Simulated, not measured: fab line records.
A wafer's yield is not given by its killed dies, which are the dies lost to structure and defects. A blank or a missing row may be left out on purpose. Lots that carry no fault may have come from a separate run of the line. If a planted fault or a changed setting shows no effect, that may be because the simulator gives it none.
A struck lot beside a sound one    flow sky130    17 steps out of a route of 708
Sound: these wafers, L827.1, L827.5, L827.6. The struck wafers were L831.3, L831.4, L831.5. The cause comes at the end.
Per side, at each step with rows, come the tool, then ch with its chambers, and then its first start. Under that, the readings that differ: sound wafers    struck wafers    difference of the means    sigmas: that difference in standard deviations of wafers without a fault.
alike: same words and numbers on both sides, and readings whose means sit less than 2 such deviations apart. not compared: any withheld reading, any reading some wafer has no value for, any bound like >300 that may hide the same value, and any number with overlapping values for which the record gives no deviation.
A row with sigmas, a row that says differs or no value, or rows on one side alone: a step with any of these is where the two part. Non-overlapping numbers with no deviation appear without sigmas and do not part them. Lack of a reading on every wafer of one side parts them only where that side has two or more wafers.

SKY_METAL2_THK_MEAS_06: measures by xrf.
  sound: film metro-01 at day 36 04:47; struck: film metro-02 at day 37 09:22
  alike: METAL2_ALCU_THK
then, 8 steps without rows for these wafers: SKY_METAL2_DEHYDRATE_07 (time 60 s); SKY_METAL2_HMDS_08 (prime time 60 s); SKY_METAL2_COAT_09 (resist thk 60 nm); SKY_METAL2_COAT_10 (resist thk 450 nm); SKY_METAL2_SOFTBAKE_11 (time 90 s); SKY_METAL2_EXPOSE_12 (exposes mask MM2, target cd 140 nm); SKY_METAL2_PEB_13; SKY_METAL2_DEVELOP_14 (develop time 60 s).
SKY_METAL2_CD_MEAS_15 targets a cd of 140 nm.
  sound: cd sem-02 at day 37 07:13; struck: cd sem-01 at day 38 11:57
  alike: cd nm
SKY_METAL2_OVL_MEAS_16:
  sound: overlay-01 at day 37 07:20; struck: overlay-02 at day 38 12:02
  alike: METAL2_OVL
SKY_METAL2_DESCUM_17: chemistry O2, time 8 s.
  sound on rie metal-01 ch 0,1, day 37 07:22; struck on rie metal-01 ch 0,1, day 38 12:05
  alike: drypump motor current A, oes product au, rf fwd power W
  not compared: rf hours counter h
SKY_METAL2_ETCH_18: etches BARC in N2/H2, stops on SiO2, time 45.9 s, target depth 60 nm.
  sound on rie metal-01 ch 0,1, day 37 07:24; struck on rie metal-01 ch 0,1, day 38 12:08
  no value came back on the struck wafers for any of 7 readings (bias w (W), chamber pressure mTorr (mTorr) and others); on the sound wafers bias w (W) reads 100.27 99.53 100.13
reading                                        sound              struck             difference  sigmas
model.KrF-thick_of_METAL2_COAT_10.thk nm (nm)  395.6 393.6 393.1  436.7 437.3 436.4  +42.7       
  not compared: rf hours counter h
SKY_METAL2_METAL_ETCH_19: etches the open film in Cl2/BCl3, stops on SiO2, target depth 360 nm, time 78 s.
  sound on rie metal-01 ch 0,1, day 37 07:28; struck on rie metal-01 ch 0,1, day 38 12:14
reading                                        sound              struck             difference  sigmas
oes product au (a.u.)                          0.853 0.852 0.853  0.374 0.374 0.382  -0.476      -90
model.KrF-thick_of_METAL2_COAT_10.thk nm (nm)  161.1 160.4 159.3  202.1 205.7 200.1  +42.4       
  alike: bcl3 flow sccm, bias w, drypump motor current A, mfc cl2 sccm, rf fwd power W, throttle valve pct
  not compared: rf hours counter h
SKY_METAL2_STRIP_20: strips in O2/N2.
  sound on plasma asher-01 ch 0,1, day 37 07:33; struck on plasma asher-01 ch 0,1, day 38 12:20
reading                       sound              struck             difference  sigmas
oes product au (a.u.)         0.349 0.341 0.338  0.359 0.354 0.367  +0.017      +4
strip time to endpoint s (s)  2.73 2.73 2.70     3.17 3.22 3.15     +0.46       +12
  alike: drypump motor current A
  not compared: rf hours counter h
then, 1 step without rows for these wafers: SKY_METAL2_STRIP_21 (strips in post etch residue remover, time 1200 s).
-- the record jumps here: 10 days lie between the struck wafers' starts before and after (it left off in module METAL2 and takes up again in module PAD_OPEN, whose first step shown is number 708 of the route) --
SKY_PAD_OPEN_PROBE_99:
  the record has rows for the struck wafers here (prober-01, day 48 09:02) and none for the sound ones

== WHERE THEY PART ==
First at SKY_METAL2_ETCH_18; last, within this record, at SKY_PAD_OPEN_PROBE_99.

WHY: what the simulator had put in
Beginning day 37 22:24, the whole step at SKY_METAL2_ETCH_18 was skipped on rie metal-01. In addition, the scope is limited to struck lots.
